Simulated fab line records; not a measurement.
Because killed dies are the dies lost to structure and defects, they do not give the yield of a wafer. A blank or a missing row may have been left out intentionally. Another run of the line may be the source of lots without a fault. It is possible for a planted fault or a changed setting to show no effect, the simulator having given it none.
fab line records | flow gf180mcu
[record] lots = 10 wafers = 30 lastDay = 34
route steps=602 shown V4@498 MIM@511 M5@534
lots with no fault: from the same line, run without faults
startH: the number of hours between the record's first day and the start of the first shown wafer of the lot | waitH: hours since the lot's step before | " identical to the entry in the row above | L1.1+2: one row covering several wafers at once | - value missing, or start not given | * or withheld: withheld | < > ~ a bound
route shown NAME@n: names a module that has steps shown in the file, with the first one's number in the route | usual: mean/standard deviation of fault-free wafers | same: alike in all rows | chamber/n: place in a boat | sites: the reading at each site | _std_site: how widely they spread, as a standard deviation | _edge_site: inner sites' mean taken away from outer sites' mean | radiusMm: for every site, how far away it sits from the centre of the wafer | mask NAME#n: copy n | behind: the tool/chamber that last shaped the wafer | hold: the reason the lot was held/the length of the hold in hours/how it ended | device: the transistor (n, p or np) that didn't switch | end of line: tests run on the same wafers once the route is complete | step lacking rows: just its recipe | killed: count of dies lost to structure and defects at first sort (not the wafer's yield) | map: per-die view of a wafer (x killed, . not killed, _ where there is no die)
set.NAME: the setting as run; set.NAME@STEP: as run at that earlier step | model.NAME: the simulator's own value behind a step, which no gauge read
route steps across a sampled set of lots; one table per step, one row per wafer
services: from which hour (startH, from the record's first day; less than 0 if before it) a tool's chamber was out of use, for how many hours, and why
[[steps]]
[step GF_V4_SPUTTER_22]
[recipe] material = TiN targetThkNm = 10 chamberPressurePa = 5 powerW = 4000 timeS = 40
[usual] cathodeDcPowerW = 4000.0/0.73 throttleValvePct = 29.5/1.1
// columns lot.wafer tool chamber startH waitH cathodeDcPowerW throttleValvePct
L422.2 pvdSputter-04 - 577.39 0.0 3998.3 31.4
L422.5 " - " " 4000.1 30.6
L422.6 " - " " 4000.2 28.2
L424.1 pvdSputter-04 - 594.12 0.0 4000.8 31.5
L424.2 " - " " 3999.8 29.7
L424.5 " - " " 3999.8 30.0
L426.1 pvdSputter-02 - 611.08 0.0 4001.2 29.3
L426.2 " - " " 3999.6 28.4
L426.6 " - " " 4000.6 29.3
L427.1 pvdSputter-01 - 620.34 0.0 3999.1 30.2
L427.4 " - " " 3999.6 28.1
L427.6 " - " " 4000.0 29.8
L429.1 pvdSputter-02 - 637.27 0.0 4000.1 30.4
L429.2 " - " " 4000.0 29.3
L429.5 " - " " 4000.2 28.5
L430.1 pvdSputter-02 - 642.46 0.0 3998.9 29.4
L430.3 " - " " 3998.9 30.6
L430.4 " - " " 4000.1 28.5
L431.3 pvdSputter-01 - 647.54 0.0 3999.9 29.8
L431.5 " - " " 3999.3 30.7
L431.6 " - " " 4000.1 28.2
L437.1 pvdSputter-04 - 691.14 0.0 4000.0 30.5
L437.3 " - " " 4000.0 29.9
L437.5 " - " " 3999.9 31.8
L438.1 pvdSputter-04 - 702.65 4.7 4000.3 28.4
L438.2 " - " " 3999.9 31.9
L438.5 " - " " 3998.8 31.5
L443.1 pvdSputter-01 - 730.52 0.0 4000.6 30.7
L443.2 " - " " 4000.4 28.2
L443.4 " - " " 4000.4 29.5
[step GF_V4_THK_MEAS_25]
[recipe] thkMeasGauge = xrf reads = W_of_V4_CVD_23
[usual] V4_W_THK = 351/6.4
// columns lot.wafer tool chamber startH waitH V4_W_THK[nm]
L422.2 filmMetro-01 - 577.67 0.1 347
L422.5 " - " " 343
L422.6 " - " " 358
L424.1 filmMetro-03 - 594.39 0.1 342
L424.2 " - " " 348
L424.5 " - " " 352
L426.1 filmMetro-03 - 611.41 0.1 350
L426.2 " - " " 343
L426.6 " - " " 350
L427.1 filmMetro-04 - 620.62 0.1 347
L427.4 " - " " 337
L427.6 " - " " 342
L429.1 filmMetro-04 - 637.54 0.1 354
L429.2 " - " " 342
L429.5 " - " " 345
L430.1 filmMetro-04 - 642.74 0.1 348
L430.3 " - " " 349
L430.4 " - " " 346
L431.3 filmMetro-01 - 647.84 0.1 357
L431.5 " - " " 367
L431.6 " - " " 354
L437.1 filmMetro-03 - 691.41 0.1 356
L437.3 " - " " 358
L437.5 " - " " 355
L438.1 filmMetro-04 - 702.92 0.1 355
L438.2 " - " " 344
L438.5 " - " " 355
L443.1 filmMetro-04 - 730.79 0.1 349
L443.2 " - " " 347
L443.4 " - " " 350
[step GF_MIM_SPUTTER_08]
[recipe] material = AlCu targetThkNm = 200 powerW = 10600 timeS = 10.6 chamberPressurePa = 0.4
[usual] cathodeDcPowerW = 10600/1.9 throttleValvePct = 29.6/1.1
// columns lot.wafer tool chamber startH waitH cathodeDcPowerW throttleValvePct
L422.2 pvdSputter-02 - 578.38 0.0 10600 28.5
L422.5 " - " " 10600 29.5
L422.6 " - " " 10599 30.5
L424.1 pvdSputter-02 - 595.11 0.0 10600 28.5
L424.2 " - " " 10602 29.5
L424.5 " - " " 10597 28.3
L426.1 pvdSputter-02 - 612.13 0.0 10599 28.3
L426.2 " - " " 10605 30.7
L426.6 " - " " 10603 28.5
L427.1 pvdSputter-04 - 621.34 0.0 10600 30.7
L427.4 " - " " 10600 28.5
L427.6 " - " " 10603 30.5
L429.1 pvdSputter-02 - 638.28 0.0 10601 29.3
L429.2 " - " " 10599 28.2
L429.5 " - " " 10602 29.4
L430.1 pvdSputter-02 - 643.45 0.0 10599 28.5
L430.3 " - " " 10599 29.6
L430.4 " - " " 10599 28.1
L431.3 pvdSputter-02 - 648.54 0.0 10597 28.3
L431.5 " - " " 10600 29.6
L431.6 " - " " 10599 28.2
L437.1 pvdSputter-02 - 694.04 0.0 10603 28.5
L437.3 " - " " 10600 29.4
L437.5 " - " " 10596 30.8
L438.1 pvdSputter-04 - 704.01 0.0 10599 31.5
L438.2 " - " " 10599 30.1
L438.5 " - " " 10602 30.1
L443.1 pvdSputter-02 - 731.85 0.0 10599 28.4
L443.2 " - " " 10604 29.8
L443.4 " - " " 10601 30.6
[step GF_MIM_RS_MEAS_10]
[recipe] thkMeasGauge = four-point-probe reads = TiN_of_MIM_SPUTTER_09+AlCu_of_MIM_SPUTTER_08+TiN_of_MIM_SPUTTER_07
[usual] MIM_ALCU_RS = 0.1605/0.0021
// columns lot.wafer tool chamber startH waitH MIM_ALCU_RS[ohm/sq]
L422.2 filmMetro-02 - 578.46 0.0 0.1610
L422.5 " - " " 0.1629
L422.6 " - " " 0.1573
L424.1 filmMetro-02 - 595.17 0.0 0.1609
L424.2 " - " " 0.1604
L424.5 " - " " 0.1622
L426.1 filmMetro-03 - 612.18 0.0 0.1620
L426.2 " - " " 0.1589
L426.6 " - " " 0.1615
L427.1 filmMetro-02 - 621.39 0.0 0.1610
L427.4 " - " " 0.1637
L427.6 " - " " 0.1611
L429.1 filmMetro-02 - 638.33 0.0 0.1600
L429.2 " - " " 0.1622
L429.5 " - " " 0.1609
L430.1 filmMetro-04 - 643.51 0.0 0.1609
L430.3 " - " " 0.1634
L430.4 " - " " 0.1626
L431.3 filmMetro-04 - 648.63 0.1 0.1597
L431.5 " - " " 0.1623
L431.6 " - " " 0.1618
L437.1 filmMetro-04 - 694.10 0.0 0.1614
L437.3 " - " " 0.1647
L437.5 " - " " 0.1594
L438.1 filmMetro-04 - 704.06 0.0 0.1622
L438.2 " - " " 0.1560
L438.5 " - " " 0.1563
L443.1 filmMetro-04 - 731.91 0.0 0.1759
L443.2 " - " " 0.1792
L443.4 " - " " 0.1590
[step GF_MIM_THK_MEAS_11]
[recipe] thkMeasGauge = xrf reads = AlCu_of_MIM_SPUTTER_08
[usual] MIM_ALCU_THK = 199.7/2.7
// columns lot.wafer tool chamber startH waitH MIM_ALCU_THK[nm]
L422.2 filmMetro-02 - 578.57 0.1 198.1
L422.5 " - " " 196.9
L422.6 " - " " 203.1
L424.1 filmMetro-02 - 595.29 0.1 199.8
L424.2 " - " " 200.1
L424.5 " - " " 198.4
L426.1 filmMetro-03 - 612.30 0.1 197.9
L426.2 " - " " 201.7
L426.6 " - " " 199.0
L427.1 filmMetro-02 - 621.51 0.1 198.6
L427.4 " - " " 195.5
L427.6 " - " " 198.9
L429.1 filmMetro-02 - 638.45 0.1 199.3
L429.2 " - " " 198.2
L429.5 " - " " 200.2
L430.1 filmMetro-04 - 643.63 0.1 198.1
L430.3 " - " " 194.9
L430.4 " - " " 196.4
L431.3 filmMetro-04 - 648.73 0.1 199.2
L431.5 " - " " 197.9
L431.6 " - " " 196.6
L437.1 filmMetro-04 - 694.22 0.1 198.2
L437.3 " - " " 193.8
L437.5 " - " " 202.0
L438.1 filmMetro-04 - 704.18 0.1 196.5
L438.2 " - " " 205.4
L438.5 " - " " 204.4
L443.1 filmMetro-04 - 732.03 0.1 182.2
L443.2 " - " " 179.0
L443.4 " - " " 201.6
[step GF_MIM_METAL_ETCH_19]
[recipe] chemistry = Cl2/BCl3 maskMaterial = NOVOLAK stopOn = Si3N4 targetDepthNm = 324.5 pressureMtorr = 8 icpW = 800 biasW = 140 Cl2_flow_sccm = 80 bcl3FlowSccm = 40 timeS = 54.1
[usual] drypumpMotorCurrentA = 5.26/0.28 oesProductAu = 0.941/0.0071 throttleValvePct = 28.284/0.011
// columns lot.wafer tool chamber startH waitH drypumpMotorCurrentA oesProductAu rfHoursCounterH throttleValvePct
L422.2 rieMetal-02 1 599.88 0.1 5.09 0.947 - 28.286
L422.5 " 1 " " 5.08 0.940 - 28.259
L422.6 " 1 " " 5.08 0.947 - 28.273
L424.1 rieMetal-03 1 615.85 0.1 4.87 0.942 4 28.297
L424.2 " 0 " " 5.65 0.940 1 28.296
L424.5 " 0 " " 5.62 0.943 - 28.291
L426.1 rieMetal-02 0 632.20 0.1 5.45 0.928 2 28.280
L426.2 " 0 " " 5.49 0.943 - 28.278
L426.6 " 0 " " 5.47 0.936 - 28.295
L427.1 rieMetal-03 1 641.24 0.1 4.88 0.937 5 28.283
L427.4 " 1 " " 4.94 0.936 - 28.272
L427.6 " 1 " " 4.94 0.937 - 28.275
L429.1 rieMetal-03 0 657.75 0.1 5.64 0.950 2 28.272
L429.2 " 1 " " 4.86 0.938 5 28.274
L429.5 " 0 " " 5.67 0.940 - 28.274
L430.1 rieMetal-02 1 662.84 0.1 5.06 0.943 1 28.283
L430.3 " 0 " " 5.48 0.937 - 28.291
L430.4 " 1 " " 5.10 0.942 - 28.273
L431.3 rieMetal-03 0 666.72 0.1 5.66 0.945 - 28.289
L431.5 " 0 " " 5.63 0.947 - 28.273
L431.6 " 1 " " 4.90 0.932 - 28.264
L437.1 rieMetal-02 0 711.15 0.1 5.48 0.937 5 28.285
L437.3 " 0 " " 5.49 0.930 - 28.305
L437.5 " 0 " " 5.48 0.937 - 28.290
L438.1 rieMetal-02 0 721.80 0.1 5.49 0.938 6 28.305
L438.2 " 1 " " 5.10 0.947 3 28.292
L438.5 " 0 " " 5.45 0.948 - 28.270
L443.1 rieMetal-03 1 748.13 0.1 4.89 0.913 9 28.304
L443.2 " 0 " " 5.69 0.894 5 28.326
L443.4 " 1 " " 4.88 0.943 - 28.276
[step GF_M5_OVL_MEAS_08]
[usual] M5_OVL = -1/6.9
// columns lot.wafer tool chamber startH waitH M5_OVL[nm]
L422.2 overlay-02 - 621.03 0.1 -4
L422.5 " - " " -4
L422.6 " - " " 2
L424.1 overlay-01 - 636.22 0.1 -3
L424.2 " - " " 0
L424.5 " - " " 0
L426.1 overlay-02 - 652.72 0.1 4
L426.2 " - " " 3
L426.6 " - " " 9
L427.1 overlay-02 - 661.67 0.1 -5
L427.4 " - " " -16
L427.6 " - " " -8
L429.1 overlay-02 - 677.47 0.1 6
L429.2 " - " " 8
L429.5 " - " " 4
L430.1 overlay-01 - 682.62 0.1 -7
L430.3 " - " " 1
L430.4 " - " " 1
L431.3 overlay-02 - 686.38 0.1 3
L431.5 " - " " 3
L431.6 " - " " 1
L437.1 overlay-02 - 729.82 0.1 13
L437.3 " - " " 3
L437.5 " - " " 12
L438.1 overlay-02 - 739.27 0.1 -1
L438.2 " - " " 3
L438.5 " - " " -4
L443.1 overlay-01 - 764.87 0.1 5
L443.2 " - " " -2
L443.4 " - " " -7
[[services]]
// columns tool chamber startH hours kind
rieMetal-03 1 556.39 1.1 repair
rieMetal-03 0 558.91 - clean
rieMetal-03 0 558.91 21.5 scheduledDown
rieMetal-03 0 558.91 21.5 ventCycle
rieMetal-03 - 587.79 0.9 repair
rieMetal-02 0 589.40 27.0 repair
pvdSputter-02 - 595.48 3.9 repair
pvdSputter-01 - 625.71 1.8 repair
rieMetal-02 1 627.32 - clean
rieMetal-02 1 627.32 15.2 scheduledDown
rieMetal-02 1 627.32 15.2 ventCycle
pvdSputter-01 2 642.67 - consumableReplace:kit
pvdSputter-01 2 642.67 18.0 scheduledDown
pvdSputter-01 2 642.67 18.0 ventCycle
pvdSputter-02 0 659.00 - consumableReplace:kit
rieMetal-02 - 683.24 0.6 repair
rieMetal-02 - 694.18 1.2 repair
rieMetal-02 0 725.34 8.1 repair
pvdSputter-04 1 731.72 - consumableReplace:kit
pvdSputter-04 1 731.72 18.0 scheduledDown
pvdSputter-04 1 731.72 18.0 ventCycle
pvdSputter-02 - 736.31 9.7 repair
[[key]]
[firstSign] step = GF_MIM_RS_MEAS_10 reading = MIM_ALCU_RS direction = up sigmas = 8.1 usual = 0.1605 struck = 0.1775
[effect] step = GF_MIM_THK_MEAS_11 reading = MIM_ALCU_THK direction = down sigmas = 7.1 usual = 199.7 struck = 180.6
[effect] step = GF_MIM_METAL_ETCH_19 reading = oesProductAu direction = down sigmas = 5.2 usual = 0.941 struck = 0.904
metAt GF_MIM_SPUTTER_08
struckLots L443
struckWafers L443.1,L443.2
notActingAt GF_V4_SPUTTER_22,GF_V4_THK_MEAS_25,GF_M5_OVL_MEAS_08
onsetBetween 694.04 731.85
[fault] kind = processParameterDrift tool = pvdSputter-02 chamber = - onsetH = 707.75 steps = GF_MIM_SPUTTER_08 channel = timeS offset = * shape = step endH = 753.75 scope = struckWafersOnly actsIn = * stated = *
